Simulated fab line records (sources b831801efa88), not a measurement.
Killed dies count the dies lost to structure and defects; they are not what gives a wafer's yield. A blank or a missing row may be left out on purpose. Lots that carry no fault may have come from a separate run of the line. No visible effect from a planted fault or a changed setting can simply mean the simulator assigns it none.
A struck lot beside a sound one -- flow sky130 -- 15 steps out of a route of 708
Sound: wafers L731.1, L731.3, L731.4. Struck: wafers L739.1, L739.2, L739.3. At the end, the cause is stated.
Per side, at each step with rows, come the tool, then ch with its chambers, and then its first start. Under that, the readings that differ: sound wafers -- struck wafers -- difference of the means -- sigmas: that difference in standard deviations of wafers without a fault.
alike: a reading whose means differ by less than 2 such deviations, as well as words and numbers matching on both sides. not compared: withheld readings; readings where some wafer has no value; bounds like >300 that might hide an equal value; numbers whose values overlap and for which the record gives no deviation.
A row with sigmas, a row that says differs or no value, or rows on one side alone: a step with any of these is where the two part. Numbers that don't overlap but have no deviation are shown without sigmas and don't part them. A reading that every wafer of one side lacks parts them only if that side has two wafers or more.

SKY_CAPM_SPUTTER_02: material TiN, target thk 200 nm, time 166.7 s.
  struck on pvd_sputter-03, day 40 05:38; sound on pvd_sputter-03, day 37 16:20
  alike: throttle_valve_pct
SKY_CAPM_RS_MEAS_03: measures by four-point-probe.
  struck on film_metro-04, day 40 05:44; sound on film_metro-03, day 37 16:26
  alike: CAPM_TIN_RS
SKY_CAPM_THK_MEAS_04: measures by xrf.
  struck on film_metro-04, day 40 05:52; sound on film_metro-03, day 37 16:34
  alike: CAPM_TIN_THK
then, 7 steps without rows for these wafers: SKY_CAPM_DEHYDRATE_05 (time 60 s); SKY_CAPM_HMDS_06 (prime time 60 s); SKY_CAPM_COAT_07 (resist thk 1140 nm); SKY_CAPM_SOFTBAKE_08 (time 60 s); SKY_CAPM_EXPOSE_09 (exposes mask CAPM, target cd 1000 nm); SKY_CAPM_PEB_10; SKY_CAPM_DEVELOP_11 (develop time 60 s).
SKY_CAPM_OVL_MEAS_12:
  struck on overlay-02, day 41 06:05; sound on overlay-02, day 38 17:34
  alike: CAPM_OVL
SKY_CAPM_METAL_ETCH_13: etches TiN in Cl2/BCl3, stops on SiO2, target depth 220 nm, time 62.9 s.
  sound on rie_metal-04 ch 0,1, day 38 17:37; struck on rie_metal-01 ch 0,1, day 41 06:07
  alike: drypump_motor_current_A, mfc_cl2_sccm, oes_product_au, throttle_valve_pct
  not compared: rf_hours_counter_h
SKY_CAPM_STRIP_14: strips in O2/N2.
  sound on plasma_asher-02 ch 0,1, day 38 17:41; struck on plasma_asher-02 ch 0,1, day 41 06:12
reading,sound,struck,difference,sigmas
o2_flow_sccm (sccm),3006 3015 3006,2416 2395 2393,-608,-71
  alike: drypump_motor_current_A, oes_product_au, strip_time_to_endpoint_s
  not compared: rf_hours_counter_h
then, 1 step without rows for these wafers: SKY_CAPM_STRIP_15 (strips in post etch residue remover, time 1200 s).
SKY_PAD_OPEN_PROBE_99:
  rows exist in the record for the sound wafers here (prober-02, day 46 22:13), none for the struck ones

WHERE THEY PART
First at SKY_CAPM_STRIP_14; last, within this record, at SKY_PAD_OPEN_PROBE_99.

WHY: the cause the simulator had injected
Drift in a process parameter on plasma_asher-02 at SKY_CAPM_STRIP_14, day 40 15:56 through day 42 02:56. Setting o2_flow_sccm, moved by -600, from 3000. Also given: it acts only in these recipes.
